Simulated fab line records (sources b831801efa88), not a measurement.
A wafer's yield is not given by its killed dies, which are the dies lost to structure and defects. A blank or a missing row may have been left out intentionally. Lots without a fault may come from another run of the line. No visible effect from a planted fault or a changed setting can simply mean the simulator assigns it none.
Matching of chambers / flow sky130 / SKY_POLY_CUT_ETCH_10 on rieDiel-03 has 4 sister chambers
The step etches BARC in N2/H2, stops on SiO2, time 45.9 s, target depth 60 nm. 4 wafers are shown with their chamber, then 10 later ones without.

== EACH WAFER AND ITS CHAMBER ==
wafer=L086.4; chamber=3; drypumpMotorCurrentA (A)=5.9
wafer=L086.5; chamber=0; drypumpMotorCurrentA (A)=5.1
wafer=L087.1; chamber=1; drypumpMotorCurrentA (A)=6.5
wafer=L087.3; chamber=2; drypumpMotorCurrentA (A)=6.2

== WAFERS WITH NO CHAMBER GIVEN ==
wafer=L087.5; drypumpMotorCurrentA (A)=5.9
wafer=L089.1; drypumpMotorCurrentA (A)=6.2
wafer=L089.2; drypumpMotorCurrentA (A)=5.9
wafer=L089.4; drypumpMotorCurrentA (A)=6.4
wafer=L091.1; drypumpMotorCurrentA (A)=5.1
wafer=L091.4; drypumpMotorCurrentA (A)=6.3
wafer=L091.5; drypumpMotorCurrentA (A)=6.4
wafer=L097.2; drypumpMotorCurrentA (A)=6.5
wafer=L097.4; drypumpMotorCurrentA (A)=5.9
wafer=L097.6; drypumpMotorCurrentA (A)=6.2

== CHAMBER TAKEN BY EACH ==
wafer=L087.5; from the rows above=3; in truth=3
wafer=L089.1; from the rows above=2; in truth=2
wafer=L089.2; from the rows above=3; in truth=3
wafer=L089.4; from the rows above=can't be placed: 1 or 2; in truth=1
wafer=L091.1; from the rows above=0; in truth=0
wafer=L091.4; from the rows above=can't be placed: 2 or 1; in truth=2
wafer=L091.5; from the rows above=can't be placed: 1 or 2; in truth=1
wafer=L097.2; from the rows above=1; in truth=1
wafer=L097.4; from the rows above=3; in truth=3
wafer=L097.6; from the rows above=2; in truth=2
7 of 10 placed correctly. Unplaceable from these rows: 3, with the true chamber sitting among the candidates in 3. Placed wrongly: 0.
How it was worked out, from the rows above alone: a wafer's distance from a chamber is the root of the sum, over the readings, of the square of ((its reading less the chamber's mean) divided by the reading's scatter). If the next closest chamber is less than 2 further off than the closest, the wafer can't be placed; otherwise it belongs to the closest. Each chamber's mean is taken over the wafers shown for it. The scatter: root of mean squared gap, hidden wafer to nearest shown wafer, with one shown wafer a chamber.
